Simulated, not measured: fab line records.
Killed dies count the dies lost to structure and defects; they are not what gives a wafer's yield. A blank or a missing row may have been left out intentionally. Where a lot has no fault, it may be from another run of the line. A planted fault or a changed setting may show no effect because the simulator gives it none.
What tool caused it? -- flow gf180mcu -- Sampling: 12 lots, 36 wafers, 7 of 602 route steps

WHAT THE GAUGES SHOWED, per wafer
GF_V3_OVL_MEAS_15.
lot,measured,on,V3_OVL (nm)
L908,day 22 01:40,overlay-01,-5 -1 -2
L909,day 22 12:07,overlay-01,5 -2 4
L911,day 23 18:20,overlay-01,-5 -6 4
L912,day 23 23:23,overlay-01,10 3 11
L913,day 24 09:41,overlay-01,9 11 0
L915,day 25 06:41,overlay-01,12 15 21
L917,day 25 12:35,overlay-01,2 14 6
L920,day 26 15:25,overlay-01,4 12 -3
L921,day 26 23:02,overlay-01,0 5 0
L926,day 28 10:59,overlay-02,4 8 8
L928,day 29 00:20,overlay-02,1 -6 9
L929,day 29 06:20,overlay-02,17 7 10

GF_V3_RS_MEAS_24: the measuring method here is four-point-probe.
lot,measured,on,V3_W_RS (ohm/sq)
L908,day 22 02:36,film-metro-02,0.323 0.331 0.326
L909,day 22 13:02,film-metro-04,0.336 0.335 0.334
L911,day 23 19:14,film-metro-01,0.332 0.333 0.334
L912,day 24 00:40,film-metro-01,0.326 0.336 0.327
L913,day 24 10:43,film-metro-01,0.330 0.324 0.330
L915,day 25 07:39,film-metro-04,0.335 0.329 0.331
L917,day 25 13:29,film-metro-01,0.332 0.333 0.333
L920,day 26 16:28,film-metro-02,0.332 0.332 0.333
L921,day 27 00:01,film-metro-01,0.324 0.336 0.330
L926,day 28 11:56,film-metro-02,0.336 0.378 0.381
L928,day 29 01:19,film-metro-04,0.338 0.375 0.378
L929,day 29 07:22,film-metro-01,0.334 0.328 0.336

GF_V3_THK_MEAS_25: measures by xrf.
lot,measured,on,V3_W_THK (nm)
L908,day 22 02:43,film-metro-02,372 362 367
L909,day 22 13:10,film-metro-04,356 354 355
L911,day 23 19:22,film-metro-01,348 346 344
L912,day 24 00:47,film-metro-01,352 344 352
L913,day 24 10:49,film-metro-01,350 357 348
L915,day 25 07:46,film-metro-04,355 359 356
L917,day 25 13:37,film-metro-01,349 349 348
L920,day 26 16:35,film-metro-02,355 356 354
L921,day 27 00:07,film-metro-01,353 346 348
L926,day 28 12:04,film-metro-02,348 310 306
L928,day 29 01:26,film-metro-04,350 313 312
L929,day 29 07:29,film-metro-01,348 354 345

GF_M4_RS_MEAS_05: the measuring method here is four-point-probe.
lot,measured,on,M4_ALCU_RS (ohm/sq)
L908,day 22 03:18,film-metro-02,0.0696 0.0689 0.0701
L909,day 22 13:44,film-metro-04,0.0696 0.0694 0.0691
L911,day 23 19:56,film-metro-04,0.0694 0.0700 0.0705
L912,day 24 01:22,film-metro-02,0.0714 0.0706 0.0713
L913,day 24 11:25,film-metro-04,0.0695 0.0695 0.0702
L915,day 25 08:28,film-metro-04,0.0713 0.0699 0.0715
L917,day 25 14:11,film-metro-04,0.0691 0.0687 0.0707
L920,day 26 17:20,film-metro-04,0.0683 0.0692 0.0692
L921,day 27 00:45,film-metro-03,0.0704 0.0700 0.0699
L926,day 28 12:43,film-metro-02,0.0697 0.0690 0.0700
L928,day 29 02:01,film-metro-04,0.0691 0.0683 0.0690
L929,day 29 08:04,film-metro-02,0.0689 0.0684 0.0696

GF_M4_THK_MEAS_06: measures by xrf.
lot,measured,on,M4_ALCU_THK (nm)
L908,day 22 03:25,film-metro-02,446 451 440
L909,day 22 13:52,film-metro-04,440 444 446
L911,day 23 20:04,film-metro-04,440 435 436
L912,day 24 01:29,film-metro-02,435 440 433
L913,day 24 11:31,film-metro-04,443 442 437
L915,day 25 08:35,film-metro-04,429 440 430
L917,day 25 14:19,film-metro-04,446 449 435
L920,day 26 17:27,film-metro-04,450 444 444
L921,day 27 00:51,film-metro-03,440 443 444
L926,day 28 12:50,film-metro-02,445 449 445
L928,day 29 02:08,film-metro-04,445 450 445
L929,day 29 08:11,film-metro-02,452 452 447

WHICH TOOL RAN EACH LOT (tool, then ch and the chambers of the sampled wafers, then the start)
lot,GF_V3_CVD_23,GF_V3_CMP_26
L908,"cvd-w-01 ch 0,1, day 22 02:28","cmp-01 ch 1,2,3, day 22 02:46"
L909,"cvd-w-02 ch 0,1, day 22 12:56","cmp-01 ch 0,1,2, day 22 13:19"
L911,"cvd-w-02 ch 0,1, day 23 19:08","cmp-01 ch 0,1,2, day 23 19:25"
L912,"cvd-w-01 ch 0,1, day 24 00:32","cmp-02 ch 0,1, day 24 00:50"
L913,"cvd-w-01 ch 0,1, day 24 10:37","cmp-01 ch 2,3, day 24 10:52"
L915,"cvd-w-02 ch 0,1, day 25 07:32","cmp-01 ch 2,3, day 25 07:53"
L917,"cvd-w-02 ch 0,1, day 25 13:23","cmp-01 ch 0,2, day 25 13:40"
L920,"cvd-w-02 ch 0,1, day 26 16:22","cmp-01 ch 1,2,3, day 26 16:55"
L921,"cvd-w-02 ch 0,1, day 26 23:54","cmp-02 ch 0,2, day 27 00:09"
L926,"cvd-w-02 ch 0,1, day 28 11:49","cmp-01 ch 1,3, day 28 12:15"
L928,"cvd-w-02 ch 0,1, day 29 01:11","cmp-01 ch 0,2,3, day 29 01:29"
L929,"cvd-w-01 ch 0,1, day 29 07:15","cmp-01 ch 2,3, day 29 07:35"
- GF_V3_CVD_23: deposits W, target thk 350 nm, time 104.9 s.
- GF_V3_CMP_26: polishes, stops on SiO2, t overpolish 15 s, target thk 0 nm.

AS READ BY THE TOOLS THEMSELVES (means over the sampled wafers that have a number; for cases with no such wafer, the mark the record gives instead)
GF_V3_CVD_23.
lot,tool,heater-power-w (W)
L908,cvd-w-01,849
L909,cvd-w-02,809
L911,cvd-w-02,795
L912,cvd-w-01,754
L913,cvd-w-01,862
L915,cvd-w-02,787
L917,cvd-w-02,802
L920,cvd-w-02,807
L921,cvd-w-02,787
L926,cvd-w-02,803
L928,cvd-w-02,805
L929,cvd-w-01,861

GF_V3_CMP_26.
lot,tool,motor-current-A (A),time-to-endpoint-s (s)
L908,cmp-01,11.1,88
L909,cmp-01,11.7,84
L911,cmp-01,11.9,85
L912,cmp-02,10.7,81
L913,cmp-01,10.2,89
L915,cmp-01,10.5,87
L917,cmp-01,11.4,79
L920,cmp-01,10.6,86
L921,cmp-02,10.2,80
L926,cmp-01,10.9,75
L928,cmp-01,10.6,74
L929,cmp-01,10.4,81

THE ANSWER, worked out from the rows above alone
Rule: usual is defined by the lots themselves. The widest of any qualifying gaps counts: lots, ordered by their means at a reading, are off when they make up no more than a third of the lots, leave a main group of 4 or more, and stand apart from it by 3 or more times the standard deviation of that group's means. Not used: any main group whose means are identical at the precision the tables above print for the reading. Also off: a lot with no number at a reading for which 4 or more lots have one. The other lots that the step has rows for count as sound. After the gauges, taken in route order, come the tools' own readings; for these a lot's mean is taken, as printed above. The first step at which some lot is off is used, and at that step the reading that is off furthest; a lot without a number counts as furthest.
Off: at GF_V3_RS_MEAS_24 (V3_W_RS), L926, L928. The main group has a mean of 0.331 ohm/sq with a standard deviation of 0.0024.
A tool fits if, at a process step before that reading, it ran every lot that is off, and no sound lot after the first of them. Those tools and the gauges at GF_V3_RS_MEAS_24 are tried in the same way. One fits: GF_V3_CVD_23 on cvd-w-02. A fault onset in the window from L921 (day 26 23:54, its last sound lot) to L926 (day 28 11:49, its first lot off) fits.

WHAT HAD BEEN PUT IN BY THE SIMULATOR
cvd-w-02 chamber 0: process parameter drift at GF_V3_CVD_23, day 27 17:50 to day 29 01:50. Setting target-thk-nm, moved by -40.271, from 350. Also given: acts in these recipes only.
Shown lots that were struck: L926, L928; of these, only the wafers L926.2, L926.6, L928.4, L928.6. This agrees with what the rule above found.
